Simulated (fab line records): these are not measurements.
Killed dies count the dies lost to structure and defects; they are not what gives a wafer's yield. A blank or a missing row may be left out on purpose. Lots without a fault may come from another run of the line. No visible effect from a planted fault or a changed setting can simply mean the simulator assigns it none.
Which tool did it? -- flow sky130 -- 36 wafers sampled from 12 lots at 1 step of a route of 708

== WHAT THE GAUGES READ, wafer by wafer ==
SKY_FIELD_ISO_THK_MEAS_25.
lot,measured,on,FIELD_ISO_CVD_24_THK (nm)
L075,day 2 11:50,film metro-03,590 598 578
L077,day 3 01:19,film metro-02,602 588 597
L079,day 3 11:15,film metro-02,577 592 592
L081,day 3 22:44,film metro-04,602 607 605
L083,day 4 06:59,film metro-03,592 600 602
L085,day 4 17:32,film metro-02,579 594 597
L087,day 5 05:31,film metro-04,589 598 594
L089,day 5 13:20,film metro-04,594 597 598
L091,day 5 23:17,film metro-04,570 602 589
L093,day 6 11:28,film metro-04,594 590 587
L095,day 6 19:55,film metro-03,600 594 580
L097,day 7 08:56,film metro-04,588 584 594

== WHAT TOOL EACH LOT RAN ON (gives the tool, then ch and the chambers of the sampled wafers, and finally the start) ==
No process step before these readings appears in the record.

== THE ANSWER, worked out from the rows above alone ==
Rule: what is usual is taken from the lots themselves. The widest of any qualifying gaps counts: lots, ordered by their means at a reading, are off when they make up no more than a third of the lots, leave a main group of 4 or more, and stand apart from it by 3 or more times the standard deviation of that group's means. The tables above print the reading to a certain number of digits; a main group whose means all agree to those digits is not used. A lot without any number at a reading at which 4 lots or more have one is off too. All remaining lots with rows at the step are treated as sound.
Across all readings shown, no lot is off: no conclusion can be drawn from this.

== WHAT HAD BEEN PUT IN BY THE SIMULATOR ==
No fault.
